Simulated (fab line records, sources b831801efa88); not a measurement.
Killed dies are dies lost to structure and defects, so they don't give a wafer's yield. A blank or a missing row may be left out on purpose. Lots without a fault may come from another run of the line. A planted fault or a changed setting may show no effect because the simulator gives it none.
Chamber matching | flow sky130 | SKY_VIA4_CMP_02 on cmp-02: 4 sister chambers
The step polishes SiO2. 4 wafers are shown with their chamber, then 7 later ones without.

WAFERS WITH THEIR CHAMBER
wafer  | chamber | motor_current_A (A)
L500.2 | 1       | 12.1
L500.6 | 0       | 13.2
L507.1 | 2       | 9.5
L507.3 | 3       | 11.3

WAFERS WITHOUT THEIR CHAMBER
wafer  | motor_current_A (A)
L507.4 | 11.9
L518.1 | 11.7
L518.2 | 11.8
L518.6 | 12.4
L519.3 | 13.0
L519.5 | 11.6
L519.6 | 12.7

WHICH CHAMBER EACH WENT THROUGH
wafer  | from the rows above     | in truth
L507.4 | can't be placed: 1 or 3 | 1
L518.1 | can't be placed: 3 or 1 | 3
L518.2 | can't be placed: 1 or 3 | 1
L518.6 | can't be placed: 1 or 0 | 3
L519.3 | 0                       | 0
L519.5 | can't be placed: 3 or 1 | 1
L519.6 | can't be placed: 0 or 1 | 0
Placed correctly: 1 of 7. Can't be placed from these rows: 6 (the true chamber is among the candidates in 5). Placed wrongly: 0.
How it was worked out, from the rows above alone: a wafer's distance from a chamber is the root of the sum, over the readings, of the square of ((its reading less the chamber's mean) divided by the reading's scatter). The wafer belongs to the nearest chamber; if the next one is less than 2 further off, it can't be placed. A chamber's mean is the mean of its shown wafers. The scatter: with one shown wafer a chamber, the root of the mean of the squares of how far each hidden wafer lies from its nearest shown one.
